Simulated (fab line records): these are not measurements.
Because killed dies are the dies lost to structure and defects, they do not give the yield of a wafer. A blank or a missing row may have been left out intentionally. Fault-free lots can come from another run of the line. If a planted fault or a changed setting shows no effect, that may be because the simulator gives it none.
Problem report in the 8D (eight disciplines) form, filled by code    flow sky130    the parts of the form that need people (team, actions taken, sign-off) are left out

1. WHAT IS WRONG
At SKY_CAPM_STRIP_14, o2 flow sccm averages 2398 sccm over 6 wafers from 2 lots, while fault-free wafers read 3000 sccm, standard deviation 8.6. Measured from the usual mean, that is -70 standard deviations.
The step: strips in O2/N2.
Seen first at day 41 06:14 on plasma asher-02, wafer L739.4. The record has a number at this step for 39 wafers belonging to 13 lots. The rule behind "out" and "out of limits": a value lying over 4 standard deviations away from the usual mean. The rest of the wafers with a number are treated as sound.

2. WHAT IT IS; WHAT IT IS NOT
question                     is                      is not
which readings at this step  o2 flow sccm            drypump motor current A
which lots                   L739, L741              L727, L728, L729, L730, L731, L733, L734, L736, L746, L748, L750
which wafers of those lots   all that have a number  -
read on which tools          plasma asher-02         plasma asher-03, plasma asher-04
when                         from day 41 06:14       up to then (24 sound wafers); but 9 sound wafers of L746, L748, L750 came after

3. WHAT RULES OUT EACH SUSPECT
Counting: a tool at a process step up to the reading stays a suspect if it ran every lot that is out and no sound lot after the first of them.
- plasma asher-02 at SKY_CAPM_STRIP_14 (strips in O2/N2): kept. It processed each lot that is out, first L739 at day 41 06:14, and no sound lot thereafter; up to then, the last sound lot it processed was L734 at day 39 22:14. Its own o2 flow sccm readings are out on those wafers.
The count leaves plasma asher-02 at SKY_CAPM_STRIP_14.

4. THE CAUSE (what the simulator had put in)
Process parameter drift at SKY_CAPM_STRIP_14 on plasma asher-02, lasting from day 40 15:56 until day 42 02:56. From 3000, the setting o2 flow sccm moved by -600. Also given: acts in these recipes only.
This tool alone remained once counting was done.

5. THE CHAIN OF EFFECTS, in route order
Rows list readings where the struck wafers' mean (over those with a number) sits beyond 3 standard deviations from the usual. Scope: only readings with a usual standard deviation given in the record; hours: median across lots of the time from each lot's start at the first step in this table that gives one to its start at this step; sigmas: change in usual standard deviations.
hours  step               reading       usual      on struck wafers  change  sigmas
0      SKY_CAPM_STRIP_14  o2 flow sccm  3000 sccm  2398              -602    -70
Process steps it contains:
- SKY_CAPM_STRIP_14: strips in O2/N2.

6. WHAT WOULD HAVE CAUGHT IT SOONER
In this record no reading fell out of limits until day 41 06:14, 14 hours after the fault had begun at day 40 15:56.
